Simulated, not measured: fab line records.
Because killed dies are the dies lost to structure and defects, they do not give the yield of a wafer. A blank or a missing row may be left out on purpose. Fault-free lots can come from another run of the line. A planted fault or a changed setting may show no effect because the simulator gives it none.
Which of the tools did it?	flow gf180mcu	42 wafers from 14 lots sampled at 2 of the route's 602 steps

== WHAT THE GAUGES SHOWED, per wafer ==
GF_M5_OVL_MEAS_08. Usual: M5_OVL gives 3 nm (standard deviation 5.7).
lot	measured	on	M5_OVL (nm)	flag
L358	day 26 19:56	overlay-02	2 -7 2	
L359	day 27 17:59	overlay-01	4 6 1	
L360	day 27 19:44	overlay-01	-3 -3 -1	
L361	day 27 21:58	overlay-01	9 8 8	
L362	day 28 08:38	overlay-02	2 1 0	
L363	day 28 14:28	overlay-01	11 -1 12	
L364	day 29 05:32	overlay-02	3 3 2	
L365	day 29 10:16	overlay-02	6 6 -1	
L366	day 29 14:10	overlay-01	9 2 1	
L368	day 30 06:41	overlay-01	6 10 13	
L369	day 30 08:40	overlay-01	-2 2 2	
L378	day 32 18:04	overlay-02	-6 -5 -13	
L379	day 32 20:08	overlay-02	3 12 12	
L380	day 33 11:13	overlay-01	14 8 12	

== TOOL THAT RAN EACH LOT (tool first, then ch and the chambers of the sampled wafers, then the start) ==
lot	GF_CONTACT_CVD_02
L358	pecvd-04 ch 0,2, day 15 13:34
L359	pecvd-04 ch 1,2, day 16 05:31
L360	pecvd-01 ch 1,2, day 16 15:31
L361	pecvd-01 ch 1,2, day 17 00:11
L362	pecvd-01 ch 0,1,2, day 17 07:52
L363	pecvd-02 ch 0,2, day 17 12:26
L364	pecvd-01 ch 0,1,2, day 18 08:25
L365	pecvd-04 ch 0,2, day 18 12:54
L366	pecvd-04 ch 0,1, day 18 19:55
L368	pecvd-04 ch 0,1,2, day 19 11:26
L369	pecvd-04 ch 0,1,2, day 19 18:34
L378	pecvd-04 ch 0,1,2, day 22 15:58
L379	pecvd-04 ch 1,2, day 23 00:49
L380	pecvd-02 ch 0,1,2, day 23 16:27
- GF_CONTACT_CVD_02: deposits SiO2 from TEOS, target thk 860 nm, time 95.992 s.

== AS READ BY THE TOOLS THEMSELVES (means over the sampled wafers that have a number; for cases with no such wafer, the mark the record gives instead) ==
GF_CONTACT_CVD_02. Usual: heaterPowerW 635 W, standard deviation 100.
lot	tool	heaterPowerW (W)	flag
L358	pecvd-04	682	
L359	pecvd-04	713	
L360	pecvd-01	530	
L361	pecvd-01	578	
L362	pecvd-01	511	
L363	pecvd-02	585	
L364	pecvd-01	564	
L365	pecvd-04	629	
L366	pecvd-04	621	
L368	pecvd-04	754	
L369	pecvd-04	694	
L378	pecvd-04	686	
L379	pecvd-04	753	
L380	pecvd-02	600	

== THE ANSWER, worked out from the rows above alone ==
Rule: take the mean of a lot's wafers that have a number; if it is more than 3 standard deviations from the usual mean, the lot is off. A lot without any number at a reading at which 4 lots or more have one is off too. Where the step has rows for the other lots, those lots are counted as sound. After the gauges, taken in route order, come the tools' own readings; for these a lot's mean is taken, as printed above. At the first step where some lot is off, the reading lying furthest off is the one used; lots without a number count as furthest.
No lot is off at any reading shown: from this, nothing can be told.

== WHAT THE SIMULATOR HAD INSERTED ==
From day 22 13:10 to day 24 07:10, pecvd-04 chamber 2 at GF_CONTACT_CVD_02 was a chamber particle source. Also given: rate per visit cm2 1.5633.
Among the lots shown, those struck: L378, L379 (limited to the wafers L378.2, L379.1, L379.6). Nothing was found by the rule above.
